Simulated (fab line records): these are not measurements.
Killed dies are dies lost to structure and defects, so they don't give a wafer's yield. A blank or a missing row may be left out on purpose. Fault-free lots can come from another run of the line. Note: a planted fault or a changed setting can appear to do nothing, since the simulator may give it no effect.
Shared-tool check	flow gf180mcu	42 wafers sampled across 14 lots

WHY IT WAS OPENED
At GF_SAB_THK_MEAS_01 the reading SAB_CVD_00_THK is flagged on 2 of 14 lots. No-fault wafers: 50.3 nm, standard deviation 0.76.
Rule: a lot is flagged in two cases, either no wafer of it has a number, or all its wafers with numbers fall more than 4 standard deviations from that mean. As for the other lots, they are considered sound.

lot	measured	on	SAB_CVD_00_THK (nm), wafer by wafer	flag
L592	day 14 07:28	film metro-04	50.0 49.8 50.1	
L593	day 14 15:27	film metro-02	49.7 49.9 50.6	
L594	day 14 22:46	film metro-02	49.3 51.7 50.8	
L595	day 15 07:29	film metro-03	49.8 49.6 49.9	
L596	day 15 18:07	film metro-03	50.4 49.2 50.9	
L597	day 16 04:14	film metro-03	50.0 51.2 50.8	
L599	day 16 19:51	film metro-02	50.5 50.4 50.5	
L600	day 17 03:15	film metro-04	50.1 50.5 50.8	
L606	day 19 11:58	film metro-03	42.6 42.6 43.0	FLAGGED
L607	day 19 17:32	film metro-04	41.3 42.2 42.8	FLAGGED
L610	day 21 00:20	film metro-04	50.2 50.1 49.6	
L611	day 21 05:19	film metro-02	49.4 49.3 50.4	
L612	day 21 10:52	film metro-03	50.5 50.1 49.8	
L613	day 21 18:02	film metro-03	49.7 50.3 50.1	
On average the flagged lots' numbers are 42.4 nm, which is -7.9 nm against the usual, or -10 standard deviations.

WHICH TOOL EACH LOT WENT THROUGH
The record keeps 1 process step preceding the reading, out of 602 steps on the route. Read each cell as the tool, then ch plus the chambers that the sampled wafers visited, then the start.
lot	flag	GF_SAB_CVD_00
L592		pecvd-01 ch 0,1,2, day 14 07:26
L593		pecvd-03 ch 0,1,2, day 14 15:25
L594		pecvd-03 ch 0,1,2, day 14 22:43
L595		pecvd-03 ch 0,1, day 15 07:28
L596		pecvd-03 ch 0,2, day 15 18:05
L597		pecvd-04 ch 0,2, day 16 04:13
L599		pecvd-04 ch 0,2, day 16 19:50
L600		pecvd-01 ch 0,1,2, day 17 03:14
L606	FLAGGED	pecvd-04 ch 0,1,2, day 19 11:56
L607	FLAGGED	pecvd-04 ch 0,1,2, day 19 17:30
L610		pecvd-01 ch 0,1,2, day 21 00:17
L611		pecvd-03 ch 0,2, day 21 05:17
L612		pecvd-01 ch 0,1,2, day 21 10:50
L613		pecvd-03 ch 0,1,2, day 21 18:01
What these steps do:
- GF_SAB_CVD_00: deposits SiO2 from TEOS, target thk 50 nm, time 4.9302 s.
- GF_SAB_THK_MEAS_01

FLAGGED OVER TOTAL, TOOL BY TOOL (the gauges that took the reading come last)
step	tool	lots run	flagged	share of the flagged lots	sound lots run after its first flagged lot
GF_SAB_CVD_00	pecvd-01	4	0	none	-
GF_SAB_CVD_00	pecvd-03	6	0	none	-
GF_SAB_CVD_00	pecvd-04	4	2	all	0
GF_SAB_THK_MEAS_01	film metro-02	4	0	none	-
GF_SAB_THK_MEAS_01	film metro-03	6	1	some	2 (L612,L613)
GF_SAB_THK_MEAS_01	film metro-04	4	1	some	1 (L610)

WHAT THE TABLE PERMITS
Rows of the table that ran each flagged lot: 1, that is pecvd-04 at GF_SAB_CVD_00.
- pecvd-04 at GF_SAB_CVD_00 ran 4 lots, 2 of them flagged. A fault beginning between L599 (day 16 19:50), its last sound lot, and L606 (day 19 11:56), its first flagged one, fits the data.
Left over: one tool, pecvd-04 at GF_SAB_CVD_00.

WHAT THE SIMULATOR PUT IN
Site profile drift: pecvd-04, from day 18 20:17 on, at GF_SAB_CVD_00. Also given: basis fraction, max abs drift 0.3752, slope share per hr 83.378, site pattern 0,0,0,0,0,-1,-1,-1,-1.
Shown lots that were struck: L606, L607. This agrees with what the rule above found.
